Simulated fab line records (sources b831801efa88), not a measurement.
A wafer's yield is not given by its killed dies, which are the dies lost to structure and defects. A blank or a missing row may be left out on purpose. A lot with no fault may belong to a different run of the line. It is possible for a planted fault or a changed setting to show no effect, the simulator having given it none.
Shared-tool check -- flow sky130 -- Lots sampled 13, wafers sampled 45

== WHAT PROMPTED THE OPENING ==
On 2 of the 13 lots, a flag is raised at SKY_SONOS_ONO_CD_MEAS_13 on the reading cdNm. No-fault wafers: 408.9 nm, standard deviation 2.8.
Rule: a lot is flagged in two cases, either no wafer of it has a number, or all its wafers with numbers fall more than 4 standard deviations from that mean. The other lots count as sound.

lot,measured,on,"cdNm (nm), wafer by wafer",flag
L422,day 13 19:44,cdSem-01,410.6 409.2 410.0,
L424,day 14 11:38,cdSem-01,409.4 412.3 411.2,
L425,day 15 04:35,cdSem-02,411.6 410.3 411.5,
L427,day 15 19:29,cdSem-02,409.2 410.4 407.5,
L429,day 16 03:59,cdSem-02,410.4 409.9 409.4,
L430,day 16 12:20,cdSem-01,407.5 405.7 406.2,
L432,day 17 03:44,cdSem-02,404.3 403.3 403.1,
L433,day 17 10:12,cdSem-01,407.7 407.5 408.5,
L434,day 17 18:16,cdSem-02,410.1 410.1 409.1,
L435,day 17 18:20,cdSem-01,408.5 408.1 409.3,
L438,day 18 17:02,cdSem-01,405.7 405.5 403.7,
L439,day 19 00:34,cdSem-01,395.0 392.8 391.8 394.9 392.1 391.9,FLAGGED
L441,day 19 15:01,cdSem-01,395.5 395.8 396.5 395.4 396.0 396.4,FLAGGED
Average over the flagged lots: 394.5 nm; offset from the usual -14.4 nm, equal to -5 standard deviations.

== WHICH TOOL RAN EACH LOT ==
The record holds 1 process step before the reading, out of a route of 708 steps. Each cell gives the tool, then ch followed by the chambers the sampled wafers passed through, then the start.
lot,flag,SKY_SONOS_ONO_DEVELOP_12
L422,,"lithoTrack-04 ch 0, day 13 19:35"
L424,,"lithoTrack-03 ch 0, day 14 11:29"
L425,,"lithoTrack-04 ch 0, day 15 04:26"
L427,,"lithoTrack-04 ch 0, day 15 19:20"
L429,,"lithoTrack-03 ch 0, day 16 03:50"
L430,,"lithoTrack-01 ch 0, day 16 12:11"
L432,,"lithoTrack-04 ch 0, day 17 03:35"
L433,,"lithoTrack-03 ch 0, day 17 10:04"
L434,,"lithoTrack-04 ch 0, day 17 18:07"
L435,,"lithoTrack-03 ch 0, day 17 18:11"
L438,,"lithoTrack-03 ch 0, day 18 16:53"
L439,FLAGGED,"lithoTrack-03 ch 0, day 19 00:25"
L441,FLAGGED,"lithoTrack-03 ch 0, day 19 14:52"
What these steps do:
- SKY_SONOS_ONO_DEVELOP_12: develop time 60 s.
- SKY_SONOS_ONO_CD_MEAS_13: target cd 410 nm.

== FLAGGED OVER TOTAL, TOOL BY TOOL (the gauges that took the reading come last) ==
step,tool,lots run,flagged,share of the flagged lots,sound lots run after its first flagged lot
SKY_SONOS_ONO_DEVELOP_12,lithoTrack-01,1,0,none,-
SKY_SONOS_ONO_DEVELOP_12,lithoTrack-03,7,2,all,0
SKY_SONOS_ONO_DEVELOP_12,lithoTrack-04,5,0,none,-
SKY_SONOS_ONO_CD_MEAS_13,cdSem-01,8,2,all,0
SKY_SONOS_ONO_CD_MEAS_13,cdSem-02,5,0,none,-

== WHAT THE TABLE PERMITS ==
2 rows of the table ran every flagged lot: lithoTrack-03 at SKY_SONOS_ONO_DEVELOP_12, cdSem-01 at SKY_SONOS_ONO_CD_MEAS_13.
- lithoTrack-03 at SKY_SONOS_ONO_DEVELOP_12: 2 of its 7 lots flagged. A fault beginning between L438 (day 18 16:53), its last sound lot, and L439 (day 19 00:25), its first flagged one, fits the data.
- cdSem-01 at SKY_SONOS_ONO_CD_MEAS_13: 2 of its 8 lots flagged. A fault beginning between L438 (day 18 17:02), its last sound lot, and L439 (day 19 00:34), its first flagged one, fits the data.
Counting lots can't tell these 2 tools apart, because each fits a fault that began at some hour. More lots, or a look at what each step does to the wafer, might.

== WHAT WAS PUT IN BY THE SIMULATOR ==
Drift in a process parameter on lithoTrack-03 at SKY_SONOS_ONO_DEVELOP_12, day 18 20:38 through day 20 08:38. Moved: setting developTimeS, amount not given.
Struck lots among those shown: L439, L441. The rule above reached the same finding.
